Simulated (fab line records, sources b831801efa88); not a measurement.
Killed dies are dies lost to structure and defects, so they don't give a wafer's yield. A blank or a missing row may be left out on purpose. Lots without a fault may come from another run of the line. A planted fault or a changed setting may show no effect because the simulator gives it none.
A struck lot beside a sound one | flow gf180mcu | 16 steps out of a route of 602
Sound: wafers L522.4, L522.5, L522.6. Struck: wafers L529.4, L529.6. (L529.1 of the same lot was not struck and is left out.) The cause comes at the end.
At each step with rows: each side's tool, then ch and its chambers, then its first start. Under that, the readings that differ: sound wafers | struck wafers | difference of the means | sigmas: that difference in standard deviations of wafers without a fault.
alike: readings whose means differ by less than 2 such deviations, and words and numbers that are the same on both sides. not compared: withheld readings, readings that some wafer has no value for, bounds like >300 that may hide the same value, and numbers for which the record gives no deviation and whose values overlap.
The two part at a step that has a row with sigmas, a row that says differs or no value, or rows on one side only. Numbers that don't overlap but have no deviation are shown without sigmas and don't part them. A reading that every wafer of one side lacks parts them only if that side has two wafers or more.

GF_M1_SPUTTER_04: material TiN, target thk 50 nm, time 41.7 s.
  sound on pvd_sputter-02, day 17 06:22; struck on pvd_sputter-03, day 19 21:24
  alike: throttle_valve_pct
GF_M1_RS_MEAS_05: measures by four-point-probe.
  sound on film_metro-01, day 17 06:26; struck on film_metro-04, day 19 21:26
  alike: M1_ALCU_RS
GF_M1_THK_MEAS_06: measures by xrf.
  sound on film_metro-01, day 17 06:32; struck on film_metro-04, day 19 21:34
  alike: M1_ALCU_THK
then, 7 steps without rows for these wafers: GF_M1_DEHYDRATE_07 (time 60 s); GF_M1_HMDS_08 (prime time 60 s); GF_M1_COAT_09 (resist thk 1000 nm); GF_M1_SOFTBAKE_10 (time 60 s); GF_M1_EXPOSE_11 (exposes mask Metal1, target cd 230 nm); GF_M1_PEB_12 (peb time 90 s); GF_M1_DEVELOP_13 (develop time 60 s).
GF_M1_CD_MEAS_14: target cd 230 nm.
  sound on cd_sem-01, day 18 05:25; struck on cd_sem-01, day 20 21:10
  alike: cd_nm
GF_M1_OVL_MEAS_15:
  sound on overlay-01, day 18 05:30; struck on overlay-02, day 20 21:17
  alike: M1_OVL
GF_M1_METAL_ETCH_16: etches the open film in Cl2/BCl3, stops on SiO2, target depth 750.8 nm, time 125.1 s.
  sound on rie_metal-02 ch 0,1, day 18 05:34; struck on rie_metal-02 ch 0,1, day 20 21:19
  reading                             | sound                | struck        | difference | sigmas
  oes_product_au (a.u.)               | 0.991 0.994 0.992    | 0.960 0.972   | -0.026     | -5
  run_length_s (s)                    | 154.2 153.8 153.6    | 159.9 159.4   | +5.8       | +12
  throttle_valve_pct (%)              | 28.242 28.206 28.215 | 28.261 28.247 | +0.033     | +3
  model.KrF_of_M1_COAT_09.thk_nm (nm) | 683.7 682.7 687.6    | 668.5 672.2   | -14.3      |
  alike: drypump_motor_current_A, mfc_cl2_sccm
  not compared: rf_hours_counter_h
GF_M1_STRIP_17: strips in O2/N2.
  sound on plasma_asher-04 ch 0,1, day 18 05:41; struck on plasma_asher-01 ch 0,1, day 20 21:27
  reading                      | sound             | struck      | difference | sigmas
  oes_product_au (a.u.)        | 0.533 0.528 0.540 | 0.521 0.523 | -0.012     | -3
  strip_time_to_endpoint_s (s) | 7.38 7.37 7.41    | 7.23 7.26   | -0.14      | -3
  alike: drypump_motor_current_A, heater_power_w
  not compared: rf_hours_counter_h
then, 1 step without rows for these wafers: GF_M1_STRIP_18 (strips in post etch residue remover, time 1200 s).
-- the record jumps here: 11 days lie between the struck wafers' starts before and after (it left off in module M1 and takes up again in module PASSIVATION, whose first step shown is number 602 of the route) --
GF_PASSIVATION_PROBE_99:
  the record has rows for the struck wafers here (prober-02, day 32 00:03) and none for the sound ones

WHERE THEY PART
First at GF_M1_METAL_ETCH_16; last, within this record, at GF_PASSIVATION_PROBE_99.

WHY: what the simulator had put in
Process parameter drift: rie_metal-02, from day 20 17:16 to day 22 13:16, at GF_M1_METAL_ETCH_16. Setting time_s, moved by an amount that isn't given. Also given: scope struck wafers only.
